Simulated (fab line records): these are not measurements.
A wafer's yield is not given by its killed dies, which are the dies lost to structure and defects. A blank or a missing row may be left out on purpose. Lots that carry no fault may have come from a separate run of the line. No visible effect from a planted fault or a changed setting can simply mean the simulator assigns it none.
Which tool is to blame? -- flow gf180mcu -- at 1 step of a route of 602, 14 lots with 42 wafers sampled

WHAT EACH GAUGE READ, for each wafer
GF_PSD_TW_MEAS_11.
lot,measured,on,PSD_TW
L795,day 14 11:04,filmMetro-04,3150 3118 3125
L797,day 14 17:30,filmMetro-04,3146 3134 3155
L799,day 15 08:00,filmMetro-01,3185 3213 3190
L801,day 16 12:47,filmMetro-04,3175 3147 3148
L800,day 16 13:17,filmMetro-02,3119 3108 3124
L802,day 16 18:50,filmMetro-01,3204 3192 3204
L803,day 16 22:20,filmMetro-02,3129 3129 3126
L804,day 17 16:19,filmMetro-01,3172 3165 3171
L809,day 19 05:58,filmMetro-01,3174 3178 3180
L812,day 20 18:44,filmMetro-01,3213 3225 3198
L814,day 20 20:59,filmMetro-01,3216 3205 3222
L815,day 21 20:59,filmMetro-01,3216 3213 3226
L816,day 22 02:59,filmMetro-02,3130 3121 3116
L818,day 22 13:17,filmMetro-02,3119 3134 3118

WHAT TOOL EACH LOT RAN ON (gives the tool, then ch and the chambers of the sampled wafers, and finally the start)
There is no process step in the record ahead of these readings.

AS READ BY THE TOOLS THEMSELVES (means over the sampled wafers that have a number; for cases with no such wafer, the mark the record gives instead)
The record holds no such reading with a usual standard deviation.

THE ANSWER, worked out from the rows above alone
Rule: the usual values come from the lots themselves. Put in order of their means at a reading, lots are off if they are a third of the lots or fewer, leave a main group of 4 or more, and stand apart from it by a gap of 3 or more times the standard deviation of the main group's means; of several such gaps the widest counts. A main group whose means are all the same, to the digits that the tables above print for the reading, isn't used. Also off: a lot with no number at a reading for which 4 or more lots have one. Any other lot the step has rows for is counted as sound. After the gauges, taken in route order, come the tools' own readings; for these a lot's mean is taken, as printed above. The first step at which some lot is off is used, and at that step the reading that is off furthest; a lot without a number counts as furthest.
Across all readings shown, no lot is off: no conclusion can be drawn from this.

WHAT HAD BEEN PUT IN BY THE SIMULATOR
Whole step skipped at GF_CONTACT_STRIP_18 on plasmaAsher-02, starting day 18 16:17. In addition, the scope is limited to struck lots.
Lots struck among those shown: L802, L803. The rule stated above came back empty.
